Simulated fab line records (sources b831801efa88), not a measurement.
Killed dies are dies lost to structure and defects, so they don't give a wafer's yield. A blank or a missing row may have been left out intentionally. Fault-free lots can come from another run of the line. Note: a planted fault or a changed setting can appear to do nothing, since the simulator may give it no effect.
A struck lot beside a sound one | flow sky130 | 25 steps out of a route of 708
Sound: wafers L309.1, L309.2, L309.4. Struck: wafer L305.1. (L305.2, L305.4 of the same lot were not struck and are left out.) The cause comes at the end.
For every step that has rows: the tool of each side, followed by ch and its chambers, followed by its first start. Under that, the readings that differ: sound wafers | struck wafers | difference of the means | sigmas: that difference in standard deviations of wafers without a fault.
alike: readings with means less than 2 such deviations apart, plus words and numbers identical on both sides. not compared: withheld readings, readings lacking a value on some wafer, bounds such as >300 that could conceal the same value, and numbers that have no deviation in the record and whose values overlap.
A row with sigmas, a row that says differs or no value, or rows on one side alone: a step with any of these is where the two part. When numbers do not overlap yet have no deviation, they are printed without sigmas and do not part them. A reading missing from all wafers of one side parts the sides only when that side holds two or more wafers.

first, 9 steps without rows for these wafers: SKY_LI_CONTACT_ETCH_14 (etches BARC in N2/H2, stops on SiO2, time 45.9 s, target depth 60 nm); SKY_LI_CONTACT_ETCH_15 (etches PSG in C4F8/O2/Ar, stops on Si, target depth 600 nm); SKY_LI_CONTACT_STRIP_16 (strips in O2/N2); SKY_LI_CONTACT_CLEAN_17 (cleans in NMP, time 600 s); SKY_LI_CONTACT_PRE_CLEAN_18 (time 5.6 s); SKY_LI_CONTACT_SPUTTER_19 (material Ti, target thk 20 nm, time 106.37 s); SKY_LI_CONTACT_SPUTTER_20 (material TiN, target thk 20 nm, time 80 s); SKY_LI_CONTACT_CVD_21 (deposits W, target thk 400 nm, time 120.56 s); SKY_LI_CONTACT_CMP_24 (polishes, stops on PSG, t overpolish 20 s, target thk 0 nm).
SKY_LOCAL_INTERCONNECT_SPUTTER_00: material TiN, target thk 100 nm, time 83.3 s.
  struck on pvdSputter-04, day 35 02:10; sound on pvdSputter-01, day 36 13:19
reading                                               | sound             | struck | difference | sigmas
throttleValvePct (%)                                  | 29.3 30.2 27.4    | 30.9   | +1.9       | +2
model.TiN_of_LOCAL_INTERCONNECT_SPUTTER_00.thkNm (nm) | 100.6 100.2 100.1 | 136.8  | +36.5      | 
SKY_LOCAL_INTERCONNECT_RS_MEAS_01: uses a four-point probe to measure.
  struck on filmMetro-02, day 35 02:31; sound on filmMetro-02, day 36 13:22
reading                            | sound             | struck | difference | sigmas
LOCAL_INTERCONNECT_TIN_RS (ohm/sq) | 14.05 14.11 14.12 | 10.21  | -3.88      | -28
  not compared: hold
SKY_LOCAL_INTERCONNECT_THK_MEAS_02: measures by xrf.
  struck on filmMetro-02, day 35 06:13; sound on filmMetro-02, day 36 13:29
reading                         | sound             | struck | difference | sigmas
LOCAL_INTERCONNECT_TIN_THK (nm) | 101.0 100.7 100.8 | 136.8  | +36.0      | +37
  not compared: hold
then, 8 steps without rows for these wafers: SKY_LOCAL_INTERCONNECT_HMDS_04 (prime time 60 s); SKY_LOCAL_INTERCONNECT_COAT_05 (resist thk 60 nm); SKY_LOCAL_INTERCONNECT_COAT_06 (resist thk 450 nm); SKY_LOCAL_INTERCONNECT_SOFTBAKE_07 (time 90 s); SKY_LOCAL_INTERCONNECT_EXPOSE_08 (exposes mask LI1M, target cd 170 nm); SKY_LOCAL_INTERCONNECT_PEB_09; SKY_LOCAL_INTERCONNECT_DEVELOP_10 (develop time 60 s); SKY_LOCAL_INTERCONNECT_ETCH_13 (etches BARC in N2/H2, stops on SiO2, time 45.9 s, target depth 60 nm).
SKY_LOCAL_INTERCONNECT_METAL_ETCH_14: etches TiN in Cl2/BCl3, stops on PSG, target depth 110 nm, time 31.4 s.
  sound on rieMetal-01 ch 0,1, day 37 16:14; struck on rieMetal-03 ch 0, day 36 05:04
reading              | sound                | struck | difference | sigmas
oesProductAu (a.u.)  | 0.948 0.943 0.945    | 1.004  | +0.059     | +9
throttleValvePct (%) | 21.903 21.898 21.896 | 21.870 | -0.029     | -3
  alike: drypumpMotorCurrentA, mfcCl2Sccm
  not compared: rfHoursCounterH
then, 1 step without rows for these wafers: SKY_LOCAL_INTERCONNECT_STRIP_15 (strips in O2/N2).
SKY_LOCAL_INTERCONNECT_STRIP_16: strips in post etch residue remover, time 1200 s.
  sound on wetBench-03 ch 3, day 37 16:23; struck on wetBench-04 ch 2, day 36 05:13
reading                                               | sound             | struck | difference | sigmas
model.TiN_of_LOCAL_INTERCONNECT_SPUTTER_00.thkNm (nm) | 100.2 99.83 99.66 | 136.4  | +36.5      | 
then, 1 step without rows for these wafers: SKY_LOCAL_INTERCONNECT_CLEAN_17 (cleans in IPA, time 180 s).
-- record jumps: 14 days separate the struck wafers' starts on either side; left off in module LOCAL_INTERCONNECT, taken up again in module PAD_OPEN, whose first shown step is the route's number 708 --
SKY_PAD_OPEN_PROBE_99:
  struck on prober-01, day 49 23:04; sound on prober-01, day 50 21:28
reading          | sound     | struck                  | difference                   | sigmas
hold             | - - -     | awaitDispo/1.9h/release | no value on the sound wafers | 
killed_at_M4_up  | 7 6 5     | 2                       | -4                           | -2
killedAtContacts | 22 27 26  | 424                     | +399                         | +81
killedDies       | 90 100 84 | 492                     | +401                         | +40
killedOnRim      | 17 25 13  | 96                      | +78                          | +19
  alike: killed_at_M0_to_M3, killedAtFrontEnd, killedAtOther, killedOpen, killedShort

## WHERE THEY PART
Earliest at SKY_LOCAL_INTERCONNECT_SPUTTER_00; latest, in this record, at SKY_PAD_OPEN_PROBE_99.

WHY: the cause the simulator had injected
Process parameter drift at SKY_LOCAL_INTERCONNECT_SPUTTER_00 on pvdSputter-04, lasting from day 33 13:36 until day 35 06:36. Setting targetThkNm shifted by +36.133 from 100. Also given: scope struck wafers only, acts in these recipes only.
